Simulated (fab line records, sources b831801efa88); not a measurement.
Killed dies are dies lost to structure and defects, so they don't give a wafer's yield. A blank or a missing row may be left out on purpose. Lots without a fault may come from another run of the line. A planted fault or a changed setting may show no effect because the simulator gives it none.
A sampling plan put to the test | flow sfq_line | one fab line, 24 faults that these records tell of, each judged on the records of the lots that it struck
The plan is the line's own looks: the steps of the route at which a gauge or an inspection reads the wafer and doesn't change it. A look can be judged if struck wafers have a number there and the file gives its usual mean and standard deviation on fault-free wafers. Caught: at a look after the fault's first step, the mean of the struck wafers lies 4 or more of those standard deviations (sigma) from the usual mean. On the tool: the same test on the tool's own readings at the fault's steps. Another recipe on the struck wafers, or a record that is blank for them alone, also counts as caught.

THE FAULTS, as the simulator had put them in
1. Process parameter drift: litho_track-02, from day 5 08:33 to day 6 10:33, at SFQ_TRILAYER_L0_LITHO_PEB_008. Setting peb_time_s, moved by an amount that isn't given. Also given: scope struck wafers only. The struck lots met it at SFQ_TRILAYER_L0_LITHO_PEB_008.
2. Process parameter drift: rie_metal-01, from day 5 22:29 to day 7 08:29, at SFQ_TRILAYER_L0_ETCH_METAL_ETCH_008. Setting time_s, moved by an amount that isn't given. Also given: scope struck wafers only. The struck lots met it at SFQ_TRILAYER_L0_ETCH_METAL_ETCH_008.
3. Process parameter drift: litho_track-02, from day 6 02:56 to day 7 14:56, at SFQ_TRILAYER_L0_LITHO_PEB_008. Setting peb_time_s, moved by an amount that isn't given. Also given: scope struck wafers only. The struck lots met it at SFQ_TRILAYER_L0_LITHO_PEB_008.
4. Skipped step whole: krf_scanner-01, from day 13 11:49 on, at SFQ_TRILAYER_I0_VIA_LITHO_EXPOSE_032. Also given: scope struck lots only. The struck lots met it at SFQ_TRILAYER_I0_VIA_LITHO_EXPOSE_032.
5. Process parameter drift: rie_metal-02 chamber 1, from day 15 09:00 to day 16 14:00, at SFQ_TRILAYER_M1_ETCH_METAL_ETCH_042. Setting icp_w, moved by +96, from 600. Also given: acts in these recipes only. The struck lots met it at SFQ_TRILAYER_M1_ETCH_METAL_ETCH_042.
6. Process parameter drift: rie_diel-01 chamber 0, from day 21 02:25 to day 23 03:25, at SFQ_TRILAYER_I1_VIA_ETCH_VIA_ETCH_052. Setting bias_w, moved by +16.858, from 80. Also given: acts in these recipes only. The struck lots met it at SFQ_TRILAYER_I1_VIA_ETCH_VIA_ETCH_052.
7. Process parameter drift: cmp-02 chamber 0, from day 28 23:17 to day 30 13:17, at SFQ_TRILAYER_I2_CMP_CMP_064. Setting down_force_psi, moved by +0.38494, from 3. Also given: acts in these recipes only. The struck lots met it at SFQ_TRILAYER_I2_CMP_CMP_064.
8. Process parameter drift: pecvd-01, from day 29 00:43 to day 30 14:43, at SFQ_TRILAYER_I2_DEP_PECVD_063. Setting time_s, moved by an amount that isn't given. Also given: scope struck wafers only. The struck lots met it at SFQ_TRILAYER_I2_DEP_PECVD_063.
9. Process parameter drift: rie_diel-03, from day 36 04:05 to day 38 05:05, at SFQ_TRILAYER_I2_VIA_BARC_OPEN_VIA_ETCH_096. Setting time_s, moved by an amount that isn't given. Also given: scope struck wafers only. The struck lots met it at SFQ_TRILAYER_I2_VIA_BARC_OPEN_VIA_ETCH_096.
10. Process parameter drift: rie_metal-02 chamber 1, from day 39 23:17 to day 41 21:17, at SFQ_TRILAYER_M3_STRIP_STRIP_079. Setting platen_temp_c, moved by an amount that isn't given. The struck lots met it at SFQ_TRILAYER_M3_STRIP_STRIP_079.
11. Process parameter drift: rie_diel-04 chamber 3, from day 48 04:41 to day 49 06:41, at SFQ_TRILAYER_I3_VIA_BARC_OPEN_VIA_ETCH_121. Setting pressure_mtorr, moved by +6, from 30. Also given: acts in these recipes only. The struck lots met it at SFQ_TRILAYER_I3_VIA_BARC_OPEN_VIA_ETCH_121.
12. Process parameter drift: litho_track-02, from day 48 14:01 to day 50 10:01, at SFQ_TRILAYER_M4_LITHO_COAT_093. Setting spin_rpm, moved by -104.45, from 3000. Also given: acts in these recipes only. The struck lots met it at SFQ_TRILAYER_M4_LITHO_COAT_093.
13. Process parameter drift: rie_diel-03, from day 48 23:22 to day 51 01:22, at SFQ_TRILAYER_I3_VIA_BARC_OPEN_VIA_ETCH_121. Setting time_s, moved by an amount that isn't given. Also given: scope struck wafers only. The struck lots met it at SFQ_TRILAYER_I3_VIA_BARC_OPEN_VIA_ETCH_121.
14. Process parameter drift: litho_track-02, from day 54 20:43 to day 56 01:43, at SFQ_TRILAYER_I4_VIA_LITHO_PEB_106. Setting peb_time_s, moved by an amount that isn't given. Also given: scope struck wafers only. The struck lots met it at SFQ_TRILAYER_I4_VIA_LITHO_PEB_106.
15. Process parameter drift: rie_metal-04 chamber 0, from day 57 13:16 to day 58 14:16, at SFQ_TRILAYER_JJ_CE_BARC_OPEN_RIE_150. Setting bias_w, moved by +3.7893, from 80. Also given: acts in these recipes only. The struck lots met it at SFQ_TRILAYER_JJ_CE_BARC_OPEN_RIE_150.
16. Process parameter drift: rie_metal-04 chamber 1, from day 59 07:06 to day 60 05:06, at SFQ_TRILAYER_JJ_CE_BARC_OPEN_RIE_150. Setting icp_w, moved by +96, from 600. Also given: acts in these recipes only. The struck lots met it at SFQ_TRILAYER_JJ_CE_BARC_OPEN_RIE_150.
17. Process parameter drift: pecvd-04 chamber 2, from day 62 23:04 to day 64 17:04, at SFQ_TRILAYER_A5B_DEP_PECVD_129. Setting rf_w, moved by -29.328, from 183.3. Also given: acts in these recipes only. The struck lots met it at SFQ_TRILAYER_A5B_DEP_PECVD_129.
18. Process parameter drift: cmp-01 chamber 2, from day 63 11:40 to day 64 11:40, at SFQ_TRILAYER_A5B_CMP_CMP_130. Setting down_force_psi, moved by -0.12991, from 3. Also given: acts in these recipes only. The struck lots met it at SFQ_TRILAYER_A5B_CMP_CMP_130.
19. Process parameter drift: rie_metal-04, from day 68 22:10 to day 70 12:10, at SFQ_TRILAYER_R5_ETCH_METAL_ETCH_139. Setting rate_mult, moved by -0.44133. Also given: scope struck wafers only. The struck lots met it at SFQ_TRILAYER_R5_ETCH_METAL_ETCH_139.
20. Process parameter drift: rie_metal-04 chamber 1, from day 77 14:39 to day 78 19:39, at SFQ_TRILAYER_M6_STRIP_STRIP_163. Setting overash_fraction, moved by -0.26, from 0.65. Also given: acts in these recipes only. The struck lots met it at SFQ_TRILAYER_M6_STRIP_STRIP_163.
21. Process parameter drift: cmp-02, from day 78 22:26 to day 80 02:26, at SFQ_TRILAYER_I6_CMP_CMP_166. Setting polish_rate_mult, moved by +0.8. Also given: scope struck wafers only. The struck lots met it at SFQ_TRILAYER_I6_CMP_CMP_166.
22. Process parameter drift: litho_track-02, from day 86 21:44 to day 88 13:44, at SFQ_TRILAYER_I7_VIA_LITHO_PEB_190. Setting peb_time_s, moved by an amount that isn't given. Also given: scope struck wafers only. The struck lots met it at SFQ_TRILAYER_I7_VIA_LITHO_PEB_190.
23. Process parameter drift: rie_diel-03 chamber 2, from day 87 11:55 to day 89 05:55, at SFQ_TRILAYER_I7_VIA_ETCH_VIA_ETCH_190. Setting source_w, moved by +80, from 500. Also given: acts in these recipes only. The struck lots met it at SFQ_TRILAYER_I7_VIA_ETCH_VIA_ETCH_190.
24. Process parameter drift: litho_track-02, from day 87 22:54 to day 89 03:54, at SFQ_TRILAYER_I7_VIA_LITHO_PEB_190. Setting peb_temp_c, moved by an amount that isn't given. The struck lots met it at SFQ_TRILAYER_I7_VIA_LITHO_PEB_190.

WHAT THE PLAN SAW
fault | on the tool itself                         | first look that catches it                   | reading, sigma | median hours from its first step to that look | hours from the fault's start to the first struck lot there | judged looks passed uncaught
1     | heater_power_total_W +17 sigma             | not the one look that can be judged after it | -              | -                                             | -                                                          | 1
2     | only faintly: oes_product_au -3.4 sigma    | no look after it can be judged               | -              | -                                             | -                                                          | 0
3     | heater_power_total_W +16 sigma             | not the one look that can be judged after it | -              | -                                             | -                                                          | 1
4     | no reading that can be judged              | no look after it can be judged               | -              | -                                             | -                                                          | 0
5     | rf_fwd_power_W +43 sigma                   | no look after it can be judged               | -              | -                                             | -                                                          | 0
6     | bias_w +69 sigma                           | not the one look that can be judged after it | -              | -                                             | -                                                          | 1
7     | head_pressure_psi +55 sigma                | no look after it can be judged               | -              | -                                             | -                                                          | 0
8     | run_length_s +6.0 sigma                    | no look after it can be judged               | -              | -                                             | -                                                          | 0
9     | oes_product_au -5.1 sigma                  | not the one look that can be judged after it | -              | -                                             | -                                                          | 1
10    | platen_temp_c -4.2 sigma                   | no look after it can be judged               | -              | -                                             | -                                                          | 0
11    | chamber_pressure_mTorr +99 or beyond sigma | no look after it can be judged               | -              | -                                             | -                                                          | 0
12    | spin_speed_rpm -43 sigma                   | not the one look that can be judged after it | -              | -                                             | -                                                          | 1
13    | run_length_s +16 sigma                     | not the one look that can be judged after it | -              | -                                             | -                                                          | 1
14    | heater_power_total_W +51 sigma             | no look after it can be judged               | -              | -                                             | -                                                          | 0
15    | bias_w +16 sigma                           | no look after it can be judged               | -              | -                                             | -                                                          | 0
16    | rf_fwd_power_W +45 sigma                   | no look after it can be judged               | -              | -                                             | -                                                          | 0
17    | rf_fwd_power_W -46 sigma                   | not the one look that can be judged after it | -              | -                                             | -                                                          | 1
18    | head_pressure_psi -18 sigma                | no look after it can be judged               | -              | -                                             | -                                                          | 0
19    | oes_product_au -40 sigma                   | no look after it can be judged               | -              | -                                             | -                                                          | 0
20    | under 2 sigma                              | no look after it can be judged               | -              | -                                             | -                                                          | 0
21    | time_to_endpoint_s -10 sigma               | no look after it can be judged               | -              | -                                             | -                                                          | 0
22    | heater_power_total_W +99 or beyond sigma   | not the one look that can be judged after it | -              | -                                             | -                                                          | 1
23    | rf_fwd_power_W +47 sigma                   | no look after it can be judged               | -              | -                                             | -                                                          | 0
24    | heater_power_total_W +11 sigma             | no look after it can be judged               | -              | -                                             | -                                                          | 0
A dash: the fault isn't caught, or these records don't give the number.

Caught at a look: 0 of 24. Caught on the tool: 21 of 24. By one or the other: 21 of 24.
Caught on the tool alone: faults 1, 3, 5, 6, 7, 8, 9, 10, 11, 12, 13, 14, 15, 16, 17, 18, 19, 21, 22, 23, 24.
Caught by neither: faults 2, 4, 20.
